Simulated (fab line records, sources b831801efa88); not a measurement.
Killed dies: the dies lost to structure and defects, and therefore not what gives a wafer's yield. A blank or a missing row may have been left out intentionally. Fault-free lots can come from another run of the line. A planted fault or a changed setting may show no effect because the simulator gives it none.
One fault through the eyes of 2 desks / flow gf180mcu / every desk sees just its own numbers, and what lay behind them comes last

THE METROLOGY DESK
Lot by lot, what the gauges showed, no matter which tool ran the lot: averages of those sampled wafers that carry a number. A lot is out of limits, marked OUT, if its mean lies more than 4 standard deviations from the usual mean; the brackets give that distance.
Columns: A = PSD_OVL at GF_PSD_OVL_MEAS_08, usual -1.4 nm; B = SALICIDE_TIN_RS at GF_SALICIDE_RS_MEAS_04, usual 16.34 ohm/sq
lot=L815; first seen here=day 14 02:08; A=-1.4; B=16.18
lot=L816; first seen here=day 14 11:04; A=-1.4; B=16.23
lot=L817; first seen here=day 14 22:24; A=-1.7; B=15.84
lot=L818; first seen here=day 15 01:49; A=-3.3; B=16.46
lot=L819; first seen here=day 15 12:54; A=-2.4; B=16.61
lot=L821; first seen here=day 16 08:02; A=-1.3; B=16.63
lot=L823; first seen here=day 17 00:01; A=-1.9; B=16.68
lot=L824; first seen here=day 17 09:33; A=-1.0; B=16.29
lot=L825; first seen here=day 17 17:25; A=-1.4; B=16.53
lot=L826; first seen here=day 17 23:28; A=-3.6; B=16.56
lot=L827; first seen here=day 18 09:11; A=0.4; B=15.99
lot=L832; first seen here=day 20 08:49; A=-0.5; B=16.86
lot=L838; first seen here=day 22 09:38; A=-0.4; B=16.32
This desk's finding: nothing out of limits on any of the 13 lots.

AT THE TOOL OWNER'S DESK: pvd-sputter-04
The tool's own readings at GF_SALICIDE_SPUTTER_02 (material Co, target thk 10 nm, time 20 s): means of the sampled wafers that have a number, for each lot that ran on this tool. A lot is out of limits, marked OUT, if its mean lies more than 4 standard deviations from the usual mean; the brackets give that distance.
Columns: A = throttle-valve-pct at GF_SALICIDE_SPUTTER_02, usual 29.8 %
lot=L819; first seen here=day 16 11:34; A=30.2
lot=L823; first seen here=day 18 00:07; A=29.3
lot=L825; first seen here=day 18 18:55; A=30.1
lot=L826; first seen here=day 19 00:40; A=29.9
lot=L832; first seen here=day 21 10:39; A=29.3
This desk's finding: nothing out of limits on any of the 5 lots.

BROUGHT TOGETHER
At the metrology desk, nothing out of limits was observed.
The tool owner's desk saw nothing out of limits.

WHAT THE SIMULATOR HAD PUT IN
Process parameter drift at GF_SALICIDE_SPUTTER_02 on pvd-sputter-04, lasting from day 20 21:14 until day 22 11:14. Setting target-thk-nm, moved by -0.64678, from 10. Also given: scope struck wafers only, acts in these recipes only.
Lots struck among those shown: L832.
